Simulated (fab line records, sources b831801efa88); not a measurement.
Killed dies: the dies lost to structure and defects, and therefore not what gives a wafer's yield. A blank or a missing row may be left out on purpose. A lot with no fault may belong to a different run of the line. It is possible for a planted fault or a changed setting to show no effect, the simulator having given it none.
Which of the tools did it? | flow sky130 | 36 wafers from 12 lots sampled at 6 of the route's 708 steps

== WHAT EACH GAUGE READ, for each wafer ==
SKY_LDD_LDN_TW_MEAS_13.
lot  | measured     | on            | LDD_LDN_TW
L847 | day 23 17:50 | film_metro-03 | 1468 1468 1469
L848 | day 23 23:02 | film_metro-01 | 1463 1470 1466
L850 | day 24 16:02 | film_metro-03 | 1454 1465 1457
L851 | day 25 12:53 | film_metro-03 | 1461 1462 1468
L853 | day 26 05:22 | film_metro-01 | 1477 1475 1477
L855 | day 26 13:37 | film_metro-02 | 1455 1458 1462
L857 | day 27 00:41 | film_metro-01 | 1457 1459 1455
L865 | day 29 10:06 | film_metro-02 | 1462 1472 1462
L867 | day 29 23:20 | film_metro-03 | 1461 1462 1458
L868 | day 30 05:59 | film_metro-01 | 1475 1473 1469
L869 | day 30 08:13 | film_metro-01 | 1467 1469 1469
L870 | day 30 21:39 | film_metro-01 | 1468 1470 1464

SKY_LI_CONTACT_THK_MEAS_01.
lot  | measured     | on            | LI_CONTACT_HDPCVD_THK (nm)
L847 | day 28 16:40 | film_metro-02 | 929 927 922
L848 | day 29 00:34 | film_metro-02 | 939 939 946
L850 | day 29 15:05 | film_metro-04 | 933 930 916
L851 | day 30 11:16 | film_metro-02 | 916 939 942
L853 | day 31 02:55 | film_metro-03 | 920 940 936
L855 | day 31 19:26 | film_metro-02 | 781 782 768
L857 | day 32 00:26 | film_metro-04 | 776 772 777
L865 | day 34 04:31 | film_metro-04 | 931 937 937
L867 | day 34 18:53 | film_metro-03 | 944 934 936
L868 | day 34 23:02 | film_metro-03 | 926 919 939
L869 | day 35 04:05 | film_metro-03 | 930 933 931
L870 | day 35 17:44 | film_metro-04 | 939 931 929

SKY_LOCAL_INTERCONNECT_RS_MEAS_01: measures by four-point-probe.
lot  | measured     | on            | LOCAL_INTERCONNECT_TIN_RS (ohm/sq)
L847 | day 29 23:22 | film_metro-04 | 14.25 14.41 14.31
L848 | day 30 06:44 | film_metro-01 | 13.97 13.86 13.87
L850 | day 30 23:04 | film_metro-02 | 14.10 14.09 14.41
L851 | day 31 17:22 | film_metro-01 | 13.91 13.88 13.90
L853 | day 32 08:34 | film_metro-01 | 14.15 14.09 14.07
L855 | day 33 01:43 | film_metro-02 | 13.90 13.90 13.93
L857 | day 33 05:57 | film_metro-01 | 14.32 14.40 14.40
L865 | day 35 10:02 | film_metro-01 | 14.21 14.24 14.34
L867 | day 35 22:35 | film_metro-01 | 14.17 14.31 14.27
L868 | day 36 04:17 | film_metro-02 | 14.42 14.02 14.33
L869 | day 36 12:58 | film_metro-04 | 14.36 14.28 14.15
L870 | day 36 23:40 | film_metro-04 | 14.38 14.30 14.26

SKY_LOCAL_INTERCONNECT_THK_MEAS_02: measures by xrf.
lot  | measured     | on            | LOCAL_INTERCONNECT_TIN_THK (nm)
L847 | day 29 23:29 | film_metro-04 | 97.3 96.8 97.0
L848 | day 30 06:52 | film_metro-01 | 100.0 101.2 101.1
L850 | day 30 23:10 | film_metro-02 | 100.7 101.1 98.3
L851 | day 31 17:29 | film_metro-01 | 100.4 100.5 100.4
L853 | day 32 08:41 | film_metro-01 | 98.5 99.8 100.0
L855 | day 33 01:50 | film_metro-02 | 101.6 101.8 101.5
L857 | day 33 06:04 | film_metro-01 | 97.3 96.9 96.6
L865 | day 35 10:08 | film_metro-01 | 97.9 98.6 98.3
L867 | day 35 22:42 | film_metro-01 | 98.7 97.9 97.6
L868 | day 36 04:23 | film_metro-02 | 98.6 100.6 98.4
L869 | day 36 13:05 | film_metro-04 | 97.0 98.3 98.7
L870 | day 36 23:45 | film_metro-04 | 97.1 97.4 97.8

== WHAT TOOL EACH LOT RAN ON (gives the tool, then ch and the chambers of the sampled wafers, and finally the start) ==
lot  | SKY_LI_CONTACT_HDPCVD_00         | SKY_LI_CONTACT_CMP_02
L847 | hdpcvd-02 ch 0,2, day 28 16:33   | cmp-01 ch 0,2, day 28 16:46
L848 | hdpcvd-01 ch 0,1, day 29 00:28   | cmp-02 ch 0,2,3, day 29 00:37
L850 | hdpcvd-01 ch 0,1,2, day 29 14:58 | cmp-02 ch 1,2, day 29 17:35
L851 | hdpcvd-02 ch 0,1, day 30 11:10   | cmp-01 ch 0,2,3, day 30 11:25
L853 | hdpcvd-02 ch 0,1,2, day 31 02:49 | cmp-02 ch 0,2,3, day 31 03:04
L855 | hdpcvd-02 ch 0,1, day 31 19:20   | cmp-01 ch 1,2, day 31 19:30
L857 | hdpcvd-02 ch 0,2, day 32 00:20   | cmp-01 ch 0,3, day 32 00:55
L865 | hdpcvd-01 ch 1,2, day 34 04:25   | cmp-02 ch 0,1, day 34 04:34
L867 | hdpcvd-01 ch 0,1,2, day 34 18:46 | cmp-02 ch 0,1,3, day 34 18:59
L868 | hdpcvd-01 ch 0,2, day 34 22:55   | cmp-02 ch 0,1,3, day 34 23:10
L869 | hdpcvd-01 ch 0,1, day 35 03:58   | cmp-01 ch 0,1,3, day 35 08:13
L870 | hdpcvd-02 ch 0,1,2, day 35 17:40 | cmp-01 ch 0,1,3, day 35 17:52
- SKY_LI_CONTACT_HDPCVD_00: deposits PSG, target thk 930 nm, time 155 s.
- SKY_LI_CONTACT_CMP_02: polishes PSG.

== AS READ BY THE TOOLS THEMSELVES (means over the sampled wafers that have a number; for cases with no such wafer, the mark the record gives instead) ==
SKY_LI_CONTACT_HDPCVD_00.
lot  | tool      | run_length_s (s) | sih4_flow_sccm (sccm)
L847 | hdpcvd-02 | 182.7            | 59.71
L848 | hdpcvd-01 | 183.1            | 59.94
L850 | hdpcvd-01 | 183.5            | 59.92
L851 | hdpcvd-02 | 183.2            | 59.97
L853 | hdpcvd-02 | 183.0            | 59.97
L855 | hdpcvd-02 | 156.6            | 59.81
L857 | hdpcvd-02 | 156.2            | 60.04
L865 | hdpcvd-01 | 183.2            | 60.00
L867 | hdpcvd-01 | 183.0            | 60.03
L868 | hdpcvd-01 | 183.1            | 59.96
L869 | hdpcvd-01 | 183.2            | 59.74
L870 | hdpcvd-02 | 182.8            | 60.08

SKY_LI_CONTACT_CMP_02.
lot  | tool   | motor_current_A (A) | retaining_ring_pressure_frac | slurry_flow_ml_min | time_to_endpoint_s (s)
L847 | cmp-01 | 10.8                | 0.997                        | 149.9              | 33.0
L848 | cmp-02 | 12.3                | 0.999                        | 150.4              | 31.4
L850 | cmp-02 | 12.2                | 1.000                        | 149.9              | 30.8
L851 | cmp-01 | 11.4                | 1.002                        | 150.1              | 33.6
L853 | cmp-02 | 12.0                | 0.999                        | 150.2              | 31.6
L855 | cmp-01 | 11.5                | 1.001                        | 149.8              | 16.1
L857 | cmp-01 | 10.9                | 0.996                        | 150.0              | 16.7
L865 | cmp-02 | 11.4                | 0.995                        | 150.4              | 34.6
L867 | cmp-02 | 11.5                | 0.997                        | 150.3              | 34.9
L868 | cmp-02 | 12.4                | 1.005                        | 150.3              | 33.2
L869 | cmp-01 | 11.4                | 0.999                        | 150.3              | 34.5
L870 | cmp-01 | 11.3                | 0.998                        | 150.1              | 35.8

== THE ANSWER, worked out from the rows above alone ==
Rule: the usual values come from the lots themselves. The widest of any qualifying gaps counts: lots, ordered by their means at a reading, are off when they make up no more than a third of the lots, leave a main group of 4 or more, and stand apart from it by 3 or more times the standard deviation of that group's means. A main group is skipped when, at the precision printed for the reading in the tables above, its means are all equal. Also off: a lot with no number at a reading for which 4 or more lots have one. The other lots that the step has rows for count as sound. After the gauges, taken in route order, come the tools' own readings; for these a lot's mean is taken, as printed above. At the first step where some lot is off, the reading lying furthest off is the one used; lots without a number count as furthest.
Off: L855, L857, at SKY_LI_CONTACT_THK_MEAS_01 (LI_CONTACT_HDPCVD_THK). Mean 932 nm and standard deviation 4.7 in the main group.
A tool fits if, at a process step before that reading, it ran every lot that is off, and no sound lot after the first of them. Not tried: the gauges at SKY_LI_CONTACT_THK_MEAS_01; whatever is off there is also off at SKY_LI_CONTACT_HDPCVD_00, on other tools, and gauge error can't account for it. Not one of the candidates tried fits.

== WHAT THE SIMULATOR HAD INSERTED ==
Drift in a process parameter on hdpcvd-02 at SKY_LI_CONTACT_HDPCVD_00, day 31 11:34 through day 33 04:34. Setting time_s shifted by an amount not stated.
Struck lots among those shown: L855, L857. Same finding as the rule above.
